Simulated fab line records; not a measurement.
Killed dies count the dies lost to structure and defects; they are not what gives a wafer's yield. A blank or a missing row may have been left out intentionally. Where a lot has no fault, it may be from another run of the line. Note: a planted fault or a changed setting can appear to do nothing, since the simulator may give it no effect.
What tool caused it? | flow gf180mcu | Sampling: 13 lots, 39 wafers, 4 of 602 route steps

## WHAT EACH GAUGE READ, for each wafer
GF_VT_IMPLANT_TW_MEAS_21. Usual: VT_IMPLANT_2_TW gives 1214 (standard deviation 7.5).
lot  | measured     | on            | VT_IMPLANT_2_TW | flag
L979 | day 6 14:02  | film-metro-03 | 1229 1229 1229  |
L980 | day 6 19:28  | film-metro-04 | 1209 1212 1204  |
L981 | day 7 01:26  | film-metro-04 | 1205 1212 1212  |
L984 | day 7 22:47  | film-metro-03 | 1224 1218 1212  |
L985 | day 8 01:20  | film-metro-04 | 1203 1205 1206  |
L986 | day 8 09:31  | film-metro-04 | 1205 1210 1200  |
L988 | day 8 20:08  | film-metro-04 | 1203 1210 1201  |
L989 | day 9 02:22  | film-metro-03 | 1206 1215 1213  |
L996 | day 11 06:30 | film-metro-04 | 1092 1092 1094  | OFF
L997 | day 11 07:31 | film-metro-03 | 1098 1100 1095  | OFF
L998 | day 11 12:23 | film-metro-04 | 1210 1208 1217  |
L999 | day 11 19:08 | film-metro-01 | 1213 1219 1217  |
L100 | day 12 02:55 | film-metro-04 | 1205 1204 1207  |

GF_SAB_OVL_MEAS_10. Usual: SAB_OVL gives -0.6 nm (standard deviation 1.2).
lot  | measured     | on         | SAB_OVL (nm)   | flag
L979 | day 15 13:04 | overlay-02 | -2.4 -1.3 -0.3 |
L980 | day 15 19:44 | overlay-02 | -3.9 -1.4 -0.6 |
L981 | day 16 11:59 | overlay-01 | -0.8 0.6 -0.6  |
L984 | day 17 10:43 | overlay-02 | -0.8 -0.6 0.8  |
L985 | day 17 13:37 | overlay-02 | -1.4 0.1 -1.4  |
L986 | day 18 01:00 | overlay-02 | 1.5 -1.1 -1.1  |
L988 | day 18 17:25 | overlay-01 | -2.2 0.3 0.4   |
L989 | day 19 07:25 | overlay-01 | -1.7 -1.1 -2.5 |
L996 | day 22 02:06 | overlay-01 | -0.3 -1.4 -0.2 |
L997 | day 22 07:31 | overlay-02 | 1.6 0.1 1.5    |
L998 | day 22 07:56 | overlay-02 | -1.2 -0.8 0.9  |
L999 | day 22 13:01 | overlay-01 | -0.2 2.0 0.2   |
L100 | day 23 00:06 | overlay-02 | -0.8 -1.9 -1.8 |

## EACH LOT AND THE TOOL THAT RAN IT (in order: tool; ch and the chambers of the sampled wafers; start)
lot  | GF_VT_IMPLANT_IMPLANT_19        | GF_VT_IMPLANT_STRIP_20
L979 | implanter-03 ch 0, day 6 13:47  | plasma-asher-01 ch 0,1, day 6 13:55
L980 | implanter-01 ch 0, day 6 19:13  | plasma-asher-01 ch 0,1, day 6 19:22
L981 | implanter-04 ch 0, day 7 01:12  | plasma-asher-01 ch 0, day 7 01:19
L984 | implanter-04 ch 0, day 7 22:32  | plasma-asher-03 ch 1, day 7 22:40
L985 | implanter-03 ch 0, day 8 01:07  | plasma-asher-03 ch 0,1, day 8 01:16
L986 | implanter-03 ch 0, day 8 09:18  | plasma-asher-01 ch 0,1, day 8 09:26
L988 | implanter-03 ch 0, day 8 19:55  | plasma-asher-04 ch 0,1, day 8 20:04
L989 | implanter-01 ch 0, day 9 02:09  | plasma-asher-01 ch 0,1, day 9 02:17
L996 | implanter-03 ch 0, day 11 06:15 | plasma-asher-01 ch 0,1, day 11 06:24
L997 | implanter-03 ch 0, day 11 07:17 | plasma-asher-03 ch 0,1, day 11 07:24
L998 | implanter-04 ch 0, day 11 12:08 | plasma-asher-01 ch 0,1, day 11 12:16
L999 | implanter-01 ch 0, day 11 18:53 | plasma-asher-03 ch 0,1, day 11 19:01
L100 | implanter-01 ch 0, day 12 02:41 | plasma-asher-01 ch 0, day 12 02:48
- GF_VT_IMPLANT_IMPLANT_19
- GF_VT_IMPLANT_STRIP_20: strips in O2/N2.

## WHAT THE TOOLS THEMSELVES READ (means of the sampled wafers that have a number; where no wafer has one, the mark that the record gives instead)
GF_VT_IMPLANT_IMPLANT_19. Usual: dose-ions-cm2 4.35e+12, standard deviation 3.9e+09; faraday-current-uA 24.5, standard deviation 0.44.
lot  | tool         | dose-ions-cm2 | faraday-current-uA | flag
L979 | implanter-03 | 4.35e+12      | 24.7               |
L980 | implanter-01 | 4.35e+12      | 24.9               |
L981 | implanter-04 | 4.35e+12      | 24.8               |
L984 | implanter-04 | 4.35e+12      | 24.4               |
L985 | implanter-03 | 4.35e+12      | 24.5               |
L986 | implanter-03 | 4.35e+12      | 24.2               |
L988 | implanter-03 | 4.35e+12      | 24.4               |
L989 | implanter-01 | 4.35e+12      | 25.0               |
L996 | implanter-03 | 3.15e+12      | 17.7               | OFF
L997 | implanter-03 | 3.15e+12      | 17.5               | OFF
L998 | implanter-04 | 4.35e+12      | 24.7               |
L999 | implanter-01 | 4.35e+12      | 24.4               |
L100 | implanter-01 | 4.35e+12      | 24.3               |

GF_VT_IMPLANT_STRIP_20. Usual: drypump-motor-current-A 5.3 A, standard deviation 0.51; heater-power-w 348 W, standard deviation 39; oes-product-au 0.716 a.u., standard deviation 0.0045; strip-time-to-endpoint-s 12.64 s, standard deviation 0.036.
lot  | tool            | drypump-motor-current-A (A) | heater-power-w (W) | oes-product-au (a.u.) | strip-time-to-endpoint-s (s) | flag
L979 | plasma-asher-01 | 5.2                         | 351                | 0.715                 | 12.67                        |
L980 | plasma-asher-01 | 5.2                         | 353                | 0.715                 | 12.68                        |
L981 | plasma-asher-01 | 5.9                         | 373                | 0.713                 | 12.60                        |
L984 | plasma-asher-03 | 5.9                         | 290                | 0.720                 | 12.63                        |
L985 | plasma-asher-03 | 5.2                         | 329                | 0.711                 | 12.68                        |
L986 | plasma-asher-01 | 5.6                         | 367                | 0.717                 | 12.72                        |
L988 | plasma-asher-04 | 5.3                         | 379                | 0.714                 | 12.65                        |
L989 | plasma-asher-01 | 5.6                         | 362                | 0.714                 | 12.62                        |
L996 | plasma-asher-01 | 5.2                         | 353                | 0.714                 | 12.67                        |
L997 | plasma-asher-03 | 5.2                         | 331                | 0.715                 | 12.68                        |
L998 | plasma-asher-01 | 5.2                         | 349                | 0.718                 | 12.66                        |
L999 | plasma-asher-03 | 5.3                         | 320                | 0.715                 | 12.64                        |
L100 | plasma-asher-01 | 6.0                         | 372                | 0.715                 | 12.64                        |

## THE ANSWER, worked out from the rows above alone
Rule: a lot is off if the mean of its wafers that have a number lies more than 3 standard deviations from the usual mean. Also off: a lot with no number at a reading for which 4 or more lots have one. All remaining lots with rows at the step are treated as sound. First the gauges in route order, then the tools' own readings, where a lot's mean is used as printed above. The first step at which some lot is off is used, and at that step the reading that is off furthest; a lot without a number counts as furthest.
Off: at GF_VT_IMPLANT_TW_MEAS_21 (VT_IMPLANT_2_TW), L996, L997.
A tool fits if, at a process step before that reading, it ran every lot that is off, and no sound lot after the first of them. Not tried: the gauges at GF_VT_IMPLANT_TW_MEAS_21; whatever is off there is also off at GF_VT_IMPLANT_IMPLANT_19, on other tools, and gauge error can't account for it. One fits: GF_VT_IMPLANT_IMPLANT_19 on implanter-03. A fault onset in the window from L988 (day 8 19:55, its last sound lot) to L996 (day 11 06:15, its first lot off) fits.
The tool's own readings at GF_VT_IMPLANT_IMPLANT_19 bear it out: on the lots that are off they differ by more than 5 times the standard deviation of the sound lots' means. dose-ions-cm2 reads 3.15e+12 there against 4.35e+12 on the sound lots; faraday-current-uA reads 17.6 there against 24.6 on the sound lots.

## WHAT THE SIMULATOR HAD PUT IN
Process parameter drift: implanter-03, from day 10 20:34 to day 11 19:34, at GF_VT_IMPLANT_IMPLANT_19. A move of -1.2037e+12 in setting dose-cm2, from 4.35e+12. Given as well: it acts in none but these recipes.
Shown lots that were struck: L996, L997. Same finding as the rule above.
